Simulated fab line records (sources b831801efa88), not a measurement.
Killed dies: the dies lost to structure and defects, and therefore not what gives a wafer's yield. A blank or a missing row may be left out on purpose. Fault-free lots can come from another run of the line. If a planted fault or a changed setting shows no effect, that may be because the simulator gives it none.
Struck lot and sound lot, side by side    flow sky130    17 steps out of a route of 708
Sound: the wafers L527.1, L527.2, L527.6. Wafers struck: L526.3, L526.4, L526.5. The cause is given at the end.
For every step that has rows: the tool of each side, followed by ch and its chambers, followed by its first start. Under that, the readings that differ: sound wafers    struck wafers    difference of the means    sigmas: that difference in standard deviations of wafers without a fault.
alike: a reading whose means differ by less than 2 such deviations, as well as words and numbers matching on both sides. not compared: withheld readings; readings where some wafer has no value; bounds like >300 that might hide an equal value; numbers whose values overlap and for which the record gives no deviation.
The two part at a step that has a row with sigmas, a row that says differs or no value, or rows on one side only. When numbers do not overlap yet have no deviation, they are printed without sigmas and do not part them. A reading missing from all wafers of one side parts the sides only when that side holds two or more wafers.

SKY_LDD_HVP_TW_MEAS_10:
  sound on film-metro-03 at day 28 12:30; struck on film-metro-01 at day 28 03:07
reading     sound              struck             difference  sigmas
LDD_HVP_TW  461.8 462.9 462.8  452.5 453.1 453.0  -9.6        -4
then, 7 steps without rows for these wafers: SKY_LDD_LDN_DEHYDRATE_00 (time 60 s); SKY_LDD_LDN_HMDS_01 (prime time 60 s); SKY_LDD_LDN_COAT_02 (resist thk 1140 nm); SKY_LDD_LDN_SOFTBAKE_03 (time 60 s); SKY_LDD_LDN_EXPOSE_04 (exposes mask LDNTM, target cd 700 nm); SKY_LDD_LDN_PEB_05; SKY_LDD_LDN_DEVELOP_06 (develop time 60 s).
SKY_LDD_LDN_OVL_MEAS_07:
  sound on overlay-02 at day 29 17:19; struck on overlay-02 at day 29 07:55
  alike: LDD_LDN_OVL
then, 3 steps without rows for these wafers: SKY_LDD_LDN_IMPLANT_08; SKY_LDD_LDN_IMPLANT_09; SKY_LDD_LDN_IMPLANT_10.
SKY_LDD_LDN_IMPLANT_11:
  sound on implanter-04 ch 0, day 29 17:48; struck on implanter-01 ch 0, day 29 08:27
reading             sound                           struck                         difference  sigmas
dose-ions-cm2       1.251e+13 1.249e+13 1.2487e+13  4.321e+12 4.303e+12 4.303e+12  -8.187e+12  -99 or more
faraday-current-uA  70.8 69.3 71.8                  24.6 23.4 24.3                 -46.5       -36
SKY_LDD_LDN_STRIP_12: strips in O2/N2.
  sound on plasma-asher-01 ch 0,1, day 29 17:57; struck on plasma-asher-01 ch 0,1, day 29 08:35
  alike: drypump-motor-current-A, o2-flow-sccm, oes-product-au, strip-time-to-endpoint-s
  not compared: rf-hours-counter-h
SKY_LDD_LDN_TW_MEAS_13:
  sound on film-metro-01 at day 29 18:03; struck on film-metro-04 at day 29 08:41
reading     sound           struck          difference  sigmas
LDD_LDN_TW  1471 1476 1480  1387 1396 1395  -83         -9
then, 1 step without rows for these wafers: SKY_LDD_LDN_CLEAN_14 (cleans in SC1/SC2, time 150 s).
-- the record jumps here: 21 days lie between the struck wafers' starts before and after (it left off in module LDD_LDN and takes up again in module PAD_OPEN, whose first step shown is number 708 of the route) --
SKY_PAD_OPEN_PROBE_99:
  sound on prober-01 at day 50 06:42; struck on prober-01 at day 50 02:29
reading                          sound           struck          difference  sigmas
model.etest.tip-sonos.rs-ohm-sq  2534 2516 2570  2868 2902 2841  +330        
  alike: killed_at_M0_to_M3, killed_at_M4_up, killed-at-contacts, killed-at-front-end, killed-at-other, killed-dies, killed-open, killed-short

## WHERE THEY PART
Last at SKY_LDD_LDN_TW_MEAS_13 as far as this record goes, first at SKY_LDD_HVP_TW_MEAS_10. Later steps at which nothing parts them and some readings are alike: SKY_PAD_OPEN_PROBE_99.

WHY: the cause the simulator had injected
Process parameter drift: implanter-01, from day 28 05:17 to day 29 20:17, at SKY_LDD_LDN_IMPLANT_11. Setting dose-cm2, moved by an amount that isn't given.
